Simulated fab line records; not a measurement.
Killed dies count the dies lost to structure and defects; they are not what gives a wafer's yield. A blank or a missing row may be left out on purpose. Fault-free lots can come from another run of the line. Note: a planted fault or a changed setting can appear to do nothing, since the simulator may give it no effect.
A sampling plan put to the test / flow sky130 / 23 faults told of in these records, all on one fab line, each judged by the records of the lots it struck
The plan consists of the line's own looks: route steps at which the wafer is read by a gauge or an inspection but not changed. A look can be judged if struck wafers have a number there and the file gives its usual mean and standard deviation on fault-free wafers. Caught: 4 or more of those standard deviations (sigma) separate the usual mean from the mean of the struck wafers at a look after the fault's first step. On the tool: here the same test is run on the tool's own readings at the fault's steps. Also counted as caught: the struck wafers showing another recipe, or a record that is empty for them alone.

THE FAULTS, as the simulator had put them in
1. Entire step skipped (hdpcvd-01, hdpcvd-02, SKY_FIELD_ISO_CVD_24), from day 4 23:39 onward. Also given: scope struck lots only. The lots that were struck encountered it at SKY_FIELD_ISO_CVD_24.
2. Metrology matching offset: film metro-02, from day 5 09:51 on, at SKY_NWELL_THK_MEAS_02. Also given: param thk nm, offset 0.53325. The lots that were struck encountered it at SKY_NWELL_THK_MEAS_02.
3. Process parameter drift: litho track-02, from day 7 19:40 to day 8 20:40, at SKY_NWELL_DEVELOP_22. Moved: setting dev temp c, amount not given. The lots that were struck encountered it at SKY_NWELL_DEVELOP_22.
4. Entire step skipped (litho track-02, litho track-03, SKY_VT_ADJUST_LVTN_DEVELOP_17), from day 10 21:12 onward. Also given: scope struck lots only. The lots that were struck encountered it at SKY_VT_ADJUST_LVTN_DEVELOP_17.
5. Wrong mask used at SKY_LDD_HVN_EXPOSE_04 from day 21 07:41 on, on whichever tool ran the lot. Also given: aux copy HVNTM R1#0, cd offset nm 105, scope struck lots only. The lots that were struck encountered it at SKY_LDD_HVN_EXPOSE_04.
6. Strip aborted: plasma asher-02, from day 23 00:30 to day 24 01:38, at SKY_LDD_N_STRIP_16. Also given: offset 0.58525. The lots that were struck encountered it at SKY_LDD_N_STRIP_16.
7. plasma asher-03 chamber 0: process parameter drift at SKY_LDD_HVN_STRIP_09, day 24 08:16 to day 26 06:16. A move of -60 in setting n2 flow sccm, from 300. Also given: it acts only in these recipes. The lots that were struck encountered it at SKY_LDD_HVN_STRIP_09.
8. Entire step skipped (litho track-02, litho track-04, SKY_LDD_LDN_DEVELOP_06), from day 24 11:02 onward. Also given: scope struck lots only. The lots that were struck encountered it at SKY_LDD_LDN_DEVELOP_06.
9. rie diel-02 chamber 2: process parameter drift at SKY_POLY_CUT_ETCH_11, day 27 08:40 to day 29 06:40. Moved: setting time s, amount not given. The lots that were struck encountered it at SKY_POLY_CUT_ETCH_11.
10. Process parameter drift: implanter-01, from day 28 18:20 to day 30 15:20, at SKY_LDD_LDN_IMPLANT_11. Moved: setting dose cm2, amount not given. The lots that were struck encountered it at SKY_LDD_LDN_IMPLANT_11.
11. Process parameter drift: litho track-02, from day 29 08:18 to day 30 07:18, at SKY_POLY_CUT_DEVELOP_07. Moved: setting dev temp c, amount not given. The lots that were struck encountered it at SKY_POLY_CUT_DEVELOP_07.
12. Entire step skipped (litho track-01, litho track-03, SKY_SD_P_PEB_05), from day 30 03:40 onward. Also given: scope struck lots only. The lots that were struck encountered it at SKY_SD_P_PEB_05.
13. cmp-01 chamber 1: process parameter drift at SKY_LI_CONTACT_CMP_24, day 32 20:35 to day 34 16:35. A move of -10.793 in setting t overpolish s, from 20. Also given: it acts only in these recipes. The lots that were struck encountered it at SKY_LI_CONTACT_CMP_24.
14. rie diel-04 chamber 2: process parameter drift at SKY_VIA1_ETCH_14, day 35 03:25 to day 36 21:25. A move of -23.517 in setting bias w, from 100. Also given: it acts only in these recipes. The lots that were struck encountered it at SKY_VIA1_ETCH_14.
15. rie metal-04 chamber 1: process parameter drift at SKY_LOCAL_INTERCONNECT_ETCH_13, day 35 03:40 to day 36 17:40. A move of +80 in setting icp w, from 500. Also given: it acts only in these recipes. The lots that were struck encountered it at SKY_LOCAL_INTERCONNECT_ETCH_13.
16. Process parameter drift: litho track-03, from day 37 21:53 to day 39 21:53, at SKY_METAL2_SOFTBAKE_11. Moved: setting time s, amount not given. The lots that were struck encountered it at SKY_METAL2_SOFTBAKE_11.
17. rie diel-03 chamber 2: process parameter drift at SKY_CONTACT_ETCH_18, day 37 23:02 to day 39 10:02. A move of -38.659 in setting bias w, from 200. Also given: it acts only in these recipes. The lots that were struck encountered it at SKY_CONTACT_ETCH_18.
18. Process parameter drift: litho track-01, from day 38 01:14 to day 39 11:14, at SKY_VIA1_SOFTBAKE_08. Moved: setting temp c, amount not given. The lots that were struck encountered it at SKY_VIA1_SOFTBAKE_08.
19. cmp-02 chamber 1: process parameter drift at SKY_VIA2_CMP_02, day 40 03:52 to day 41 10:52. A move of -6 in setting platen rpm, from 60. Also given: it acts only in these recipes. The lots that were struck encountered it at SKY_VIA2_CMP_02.
20. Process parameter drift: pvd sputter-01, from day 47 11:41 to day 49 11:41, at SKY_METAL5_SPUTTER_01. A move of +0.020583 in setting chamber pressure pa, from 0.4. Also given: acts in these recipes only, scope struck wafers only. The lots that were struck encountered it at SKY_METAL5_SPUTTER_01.
21. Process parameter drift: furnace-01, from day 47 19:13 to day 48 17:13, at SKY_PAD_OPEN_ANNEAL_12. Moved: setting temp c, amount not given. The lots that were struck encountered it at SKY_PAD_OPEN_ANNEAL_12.
22. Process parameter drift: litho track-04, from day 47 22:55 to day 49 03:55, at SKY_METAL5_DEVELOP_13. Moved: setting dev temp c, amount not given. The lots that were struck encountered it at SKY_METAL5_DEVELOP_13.
23. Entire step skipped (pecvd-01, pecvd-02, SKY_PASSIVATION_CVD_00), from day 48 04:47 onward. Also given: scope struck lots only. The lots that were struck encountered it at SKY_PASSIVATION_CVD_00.

WHAT THE PLAN SAW
fault=1; on the tool itself=the tool's record is blank for the struck wafers; first look that catches it=no look after it can be judged; reading, sigma=-; median hours from its first step to that look=-; hours from the fault's start to the first struck lot there=-; judged looks passed uncaught=0
fault=2; on the tool itself=only faintly: NWELL_OXIDATION_THK +3.5 sigma; first look that catches it=not the one look that can be judged after it; reading, sigma=-; median hours from its first step to that look=-; hours from the fault's start to the first struck lot there=-; judged looks passed uncaught=1
fault=3; on the tool itself=developer temp C +22 sigma; first look that catches it=no look after it can be judged; reading, sigma=-; median hours from its first step to that look=-; hours from the fault's start to the first struck lot there=-; judged looks passed uncaught=0
fault=4; on the tool itself=the tool's record is blank for the struck wafers; first look that catches it=not the one look that can be judged after it; reading, sigma=-; median hours from its first step to that look=-; hours from the fault's start to the first struck lot there=-; judged looks passed uncaught=1
fault=5; on the tool itself=no reading that can be judged; first look that catches it=no look after it can be judged; reading, sigma=-; median hours from its first step to that look=-; hours from the fault's start to the first struck lot there=-; judged looks passed uncaught=0
fault=6; on the tool itself=oes product au +51 sigma; first look that catches it=not the one look that can be judged after it; reading, sigma=-; median hours from its first step to that look=-; hours from the fault's start to the first struck lot there=-; judged looks passed uncaught=1
fault=7; on the tool itself=n2 flow sccm -66 sigma; first look that catches it=not the one look that can be judged after it; reading, sigma=-; median hours from its first step to that look=-; hours from the fault's start to the first struck lot there=-; judged looks passed uncaught=1
fault=8; on the tool itself=the tool's record is blank for the struck wafers; first look that catches it=no look after it can be judged; reading, sigma=-; median hours from its first step to that look=-; hours from the fault's start to the first struck lot there=-; judged looks passed uncaught=0
fault=9; on the tool itself=oes product au +11 sigma; first look that catches it=none of the 2 looks that can be judged after it; reading, sigma=-; median hours from its first step to that look=-; hours from the fault's start to the first struck lot there=-; judged looks passed uncaught=2
fault=10; on the tool itself=dose ions cm2 -99 or beyond sigma; first look that catches it=none of the 2 looks that can be judged after it; reading, sigma=-; median hours from its first step to that look=-; hours from the fault's start to the first struck lot there=-; judged looks passed uncaught=2
fault=11; on the tool itself=developer temp C -8.8 sigma; first look that catches it=no look after it can be judged; reading, sigma=-; median hours from its first step to that look=-; hours from the fault's start to the first struck lot there=-; judged looks passed uncaught=0
fault=12; on the tool itself=no reading that can be judged; first look that catches it=not the one look that can be judged after it; reading, sigma=-; median hours from its first step to that look=-; hours from the fault's start to the first struck lot there=-; judged looks passed uncaught=1
fault=13; on the tool itself=overpolish run s -99 or beyond sigma; first look that catches it=not the one look that can be judged after it; reading, sigma=-; median hours from its first step to that look=-; hours from the fault's start to the first struck lot there=-; judged looks passed uncaught=1
fault=14; on the tool itself=bias w -79 sigma; first look that catches it=no look after it can be judged; reading, sigma=-; median hours from its first step to that look=-; hours from the fault's start to the first struck lot there=-; judged looks passed uncaught=0
fault=15; on the tool itself=rf fwd power W +32 sigma; first look that catches it=not the one look that can be judged after it; reading, sigma=-; median hours from its first step to that look=-; hours from the fault's start to the first struck lot there=-; judged looks passed uncaught=1
fault=16; on the tool itself=run length s +16 sigma; first look that catches it=no look after it can be judged; reading, sigma=-; median hours from its first step to that look=-; hours from the fault's start to the first struck lot there=-; judged looks passed uncaught=0
fault=17; on the tool itself=bias w -63 sigma; first look that catches it=no look after it can be judged; reading, sigma=-; median hours from its first step to that look=-; hours from the fault's start to the first struck lot there=-; judged looks passed uncaught=0
fault=18; on the tool itself=plate temp C -32 sigma; first look that catches it=no look after it can be judged; reading, sigma=-; median hours from its first step to that look=-; hours from the fault's start to the first struck lot there=-; judged looks passed uncaught=0
fault=19; on the tool itself=platen rpm -99 or beyond sigma; first look that catches it=not the one look that can be judged after it; reading, sigma=-; median hours from its first step to that look=-; hours from the fault's start to the first struck lot there=-; judged looks passed uncaught=1
fault=20; on the tool itself=chamber pressure pa +26 sigma; first look that catches it=no look after it can be judged; reading, sigma=-; median hours from its first step to that look=-; hours from the fault's start to the first struck lot there=-; judged looks passed uncaught=0
fault=21; on the tool itself=tube center temp C -99 or beyond sigma; first look that catches it=no look after it can be judged; reading, sigma=-; median hours from its first step to that look=-; hours from the fault's start to the first struck lot there=-; judged looks passed uncaught=0
fault=22; on the tool itself=developer temp C +21 sigma; first look that catches it=no look after it can be judged; reading, sigma=-; median hours from its first step to that look=-; hours from the fault's start to the first struck lot there=-; judged looks passed uncaught=0
fault=23; on the tool itself=the tool's record is blank for the struck wafers; first look that catches it=no look after it can be judged; reading, sigma=-; median hours from its first step to that look=-; hours from the fault's start to the first struck lot there=-; judged looks passed uncaught=0
A dash: the fault isn't caught, or these records don't give the number.

Caught at a look: 0 of 23. Caught on the tool: 20 of 23. By one or the other: 20 of 23.
On the tool alone, faults 1, 3, 4, 6, 7, 8, 9, 10, 11, 13, 14, 15, 16, 17, 18, 19, 20, 21, 22, 23 were caught.
Caught by neither: faults 2, 5, 12.
